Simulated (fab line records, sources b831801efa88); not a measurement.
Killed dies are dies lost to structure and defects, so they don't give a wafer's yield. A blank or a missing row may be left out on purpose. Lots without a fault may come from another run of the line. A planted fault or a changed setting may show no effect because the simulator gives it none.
Which tool did it? | flow sky130 | 11 lots, 33 wafers sampled, at 7 steps of a route of 708

WHAT THE GAUGES READ, wafer by wafer
SKY_POLY_GATE_OVL_MEAS_14.
lot  | measured     | on         | POLY_GATE_OVL (nm)
L768 | day 16 06:47 | overlay-01 | 4 8 -1
L770 | day 17 05:44 | overlay-01 | 4 -2 5
L771 | day 17 07:43 | overlay-02 | -8 5 -3
L773 | day 18 03:26 | overlay-02 | -1 -7 -2
L777 | day 19 18:53 | overlay-01 | -2 -1 -6
L778 | day 20 01:29 | overlay-01 | 2 6 4
L779 | day 20 13:47 | overlay-01 | 0 4 0
L780 | day 20 19:52 | overlay-02 | -5 -2 -3
L782 | day 21 14:38 | overlay-01 | 5 10 7
L784 | day 22 02:10 | overlay-01 | 4 -2 3
L785 | day 22 14:22 | overlay-01 | 0 8 5

SKY_LDD_LDN_OVL_MEAS_07.
lot  | measured     | on         | LDD_LDN_OVL (nm)
L768 | day 22 17:19 | overlay-01 | 3.0 1.5 3.2
L770 | day 23 15:39 | overlay-02 | -0.1 0.8 0.1
L771 | day 23 18:40 | overlay-02 | -0.7 -0.9 -1.5
L773 | day 24 17:59 | overlay-01 | 1.3 2.3 3.9
L777 | day 26 03:43 | overlay-01 | 1.5 0.0 1.3
L778 | day 26 10:19 | overlay-01 | -1.7 -0.3 0.2
L779 | day 26 21:37 | overlay-02 | -1.3 -2.2 -0.6
L780 | day 27 04:42 | overlay-01 | 1.4 -0.2 -0.4
L782 | day 27 21:36 | overlay-01 | 0.9 0.9 0.5
L784 | day 28 05:52 | overlay-02 | 1.1 0.8 -0.5
L785 | day 28 16:52 | overlay-01 | -0.2 -0.1 2.4

SKY_SD_P_TW_MEAS_11.
lot  | measured     | on            | SD_P_TW
L768 | day 25 07:46 | film_metro-02 | 2845 2833 2833
L770 | day 26 04:34 | film_metro-01 | 2861 2826 2846
L771 | day 26 07:03 | film_metro-02 | 2848 2846 2839
L773 | day 27 09:47 | film_metro-02 | 2828 2827 2825
L777 | day 28 13:50 | film_metro-02 | 2845 2851 2844
L778 | day 29 01:39 | film_metro-02 | 2838 2837 2841
L779 | day 29 08:43 | film_metro-01 | 2852 2855 2858
L780 | day 29 12:26 | film_metro-01 | 2869 2870 2857
L782 | day 30 05:13 | film_metro-02 | 2842 2823 2838
L784 | day 30 18:14 | film_metro-01 | 2694 2676 2694 2684 2682 2672
L785 | day 31 02:50 | film_metro-01 | 2691 2688 2692 2679 2687 2706

SKY_SD_N_RS_MEAS_17: measures by four-point-probe.
lot  | measured     | on            | SD_P_RS (ohm/sq)
L768 | day 27 23:47 | film_metro-02 | 146.9 147.1 147.0
L770 | day 28 10:13 | film_metro-02 | 147.2 147.0 147.5
L771 | day 28 16:23 | film_metro-03 | 147.0 146.5 146.5
L773 | day 29 15:35 | film_metro-01 | 146.4 146.8 146.5
L777 | day 30 20:36 | film_metro-03 | 147.3 147.1 146.9
L778 | day 31 08:34 | film_metro-03 | 146.2 146.5 146.2
L779 | day 31 16:21 | film_metro-01 | 147.0 147.1 147.3
L780 | day 31 19:19 | film_metro-02 | 146.5 146.9 146.8
L782 | day 32 13:35 | film_metro-03 | 147.1 146.7 147.1
L784 | day 33 01:47 | film_metro-03 | 160.3 161.0 160.7 160.8 161.2 160.6
L785 | day 33 08:41 | film_metro-01 | 161.1 161.3 161.1 161.1 160.9 161.2

SKY_LI_CONTACT_OVL_MEAS_13.
lot  | measured     | on         | LI_CONTACT_OVL (nm)
L768 | day 29 03:25 | overlay-01 | -10 -5 -12
L770 | day 29 15:16 | overlay-01 | -5 -5 0
L771 | day 29 20:25 | overlay-01 | -5 -5 2
L773 | day 30 19:07 | overlay-02 | -11 -6 -7
L777 | day 32 00:40 | overlay-01 | -6 -10 -11
L778 | day 32 13:07 | overlay-02 | -1 -9 -10
L779 | day 32 19:53 | overlay-01 | -13 -3 -5
L780 | day 32 22:33 | overlay-01 | 1 6 -1
L782 | day 33 16:46 | overlay-01 | -6 -5 -11
L784 | day 34 05:09 | overlay-01 | -1 0 -10
L785 | day 34 11:32 | overlay-02 | -10 -13 -6

WHICH TOOL RAN EACH LOT (tool, then ch and the chambers of the sampled wafers, then the start)
lot  | SKY_SD_P_IMPLANT_09             | SKY_SD_P_STRIP_10
L768 | implanter-04 ch 0, day 25 07:31 | plasma_asher-02 ch 0,1, day 25 07:40
L770 | implanter-02 ch 0, day 26 04:20 | plasma_asher-03 ch 0,1, day 26 04:27
L771 | implanter-02 ch 0, day 26 06:48 | plasma_asher-02 ch 0,1, day 26 06:57
L773 | implanter-04 ch 0, day 27 09:33 | plasma_asher-04 ch 0,1, day 27 09:41
L777 | implanter-02 ch 0, day 28 13:35 | plasma_asher-03 ch 0,1, day 28 13:44
L778 | implanter-02 ch 0, day 29 01:26 | plasma_asher-03 ch 0,1, day 29 01:34
L779 | implanter-02 ch 0, day 29 08:28 | plasma_asher-03 ch 0,1, day 29 08:37
L780 | implanter-02 ch 0, day 29 12:13 | plasma_asher-02 ch 0,1, day 29 12:21
L782 | implanter-01 ch 0, day 30 04:59 | plasma_asher-04 ch 0,1, day 30 05:06
L784 | implanter-02 ch 0, day 30 17:59 | plasma_asher-02 ch 0,1, day 30 18:07
L785 | implanter-02 ch 0, day 31 02:35 | plasma_asher-03 ch 0,1, day 31 02:44
- SKY_SD_P_IMPLANT_09
- SKY_SD_P_STRIP_10: strips in O2/N2.

WHAT THE TOOLS THEMSELVES READ (means of the sampled wafers that have a number; where no wafer has one, the mark that the record gives instead)
SKY_SD_P_IMPLANT_09.
lot  | tool         | beam_energy_keV | tilt_deg (degrees)
L768 | implanter-04 | 19.996          | -0.013
L770 | implanter-02 | 19.999          | 0.004
L771 | implanter-02 | 20.011          | 0.008
L773 | implanter-04 | 20.002          | -0.011
L777 | implanter-02 | 19.997          | -0.015
L778 | implanter-02 | 19.997          | 0.000
L779 | implanter-02 | 19.999          | -0.011
L780 | implanter-02 | 20.006          | 0.002
L782 | implanter-01 | 19.999          | -0.006
L784 | implanter-02 | 16.283          | 0.014
L785 | implanter-02 | 16.275          | -0.004

SKY_SD_P_STRIP_10.
lot  | tool            | drypump_motor_current_A (A) | n2_flow_sccm (sccm) | oes_product_au (a.u.) | strip_time_to_endpoint_s (s)
L768 | plasma_asher-02 | 5.76                        | 300.0               | 0.619                 | 17.46
L770 | plasma_asher-03 | 6.05                        | 299.6               | 0.621                 | 17.49
L771 | plasma_asher-02 | 5.80                        | 300.2               | 0.616                 | 17.59
L773 | plasma_asher-04 | 5.91                        | 300.9               | 0.618                 | 17.54
L777 | plasma_asher-03 | 6.06                        | 299.8               | 0.618                 | 17.54
L778 | plasma_asher-03 | 5.81                        | 300.3               | 0.617                 | 17.51
L779 | plasma_asher-03 | 6.04                        | 300.1               | 0.611                 | 17.55
L780 | plasma_asher-02 | 5.82                        | 299.0               | 0.618                 | 17.50
L782 | plasma_asher-04 | 5.92                        | 299.6               | 0.614                 | 17.52
L784 | plasma_asher-02 | 5.81                        | 299.6               | 0.634                 | 16.94
L785 | plasma_asher-03 | 6.04                        | 300.2               | 0.627                 | 16.96

THE ANSWER, worked out from the rows above alone
Rule: what is usual is taken from the lots themselves. Put in order of their means at a reading, lots are off if they are a third of the lots or fewer, leave a main group of 4 or more, and stand apart from it by a gap of 3 or more times the standard deviation of the main group's means; of several such gaps the widest counts. A main group whose means are all the same, to the digits that the tables above print for the reading, isn't used. A lot without any number at a reading at which 4 lots or more have one is off too. The other lots that the step has rows for count as sound. The gauges are gone through in route order, then the tools' own readings, and for those a lot's mean is taken as printed above. The first step at which some lot is off is used, and at that step the reading that is off furthest; a lot without a number counts as furthest.
Off: L784, L785, at SKY_SD_P_TW_MEAS_11 (SD_P_TW). The main group: mean 2844, standard deviation 11.
A tool fits if, at a process step before that reading, it ran every lot that is off, and no sound lot after the first of them. The gauges at SKY_SD_P_TW_MEAS_11 aren't tried: what is off there is off at SKY_SD_P_IMPLANT_09 too, on other tools, and a gauge's error can't cause that. One fits: implanter-02 at SKY_SD_P_IMPLANT_09. Its last sound lot is L780 (day 29 12:13), its first lot that is off L784 (day 30 17:59): a fault that began between those two fits.
The tool's own readings at SKY_SD_P_IMPLANT_09 bear it out: on the lots that are off they differ by more than 5 times the standard deviation of the sound lots' means. beam_energy_keV reads 16.279 there against 20.001 on the sound lots.

WHAT THE SIMULATOR HAD PUT IN
Process parameter drift: implanter-02, from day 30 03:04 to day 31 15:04, at SKY_SD_P_IMPLANT_09. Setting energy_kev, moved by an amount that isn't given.
Lots struck among those shown: L784, L785. The rule above found the same.
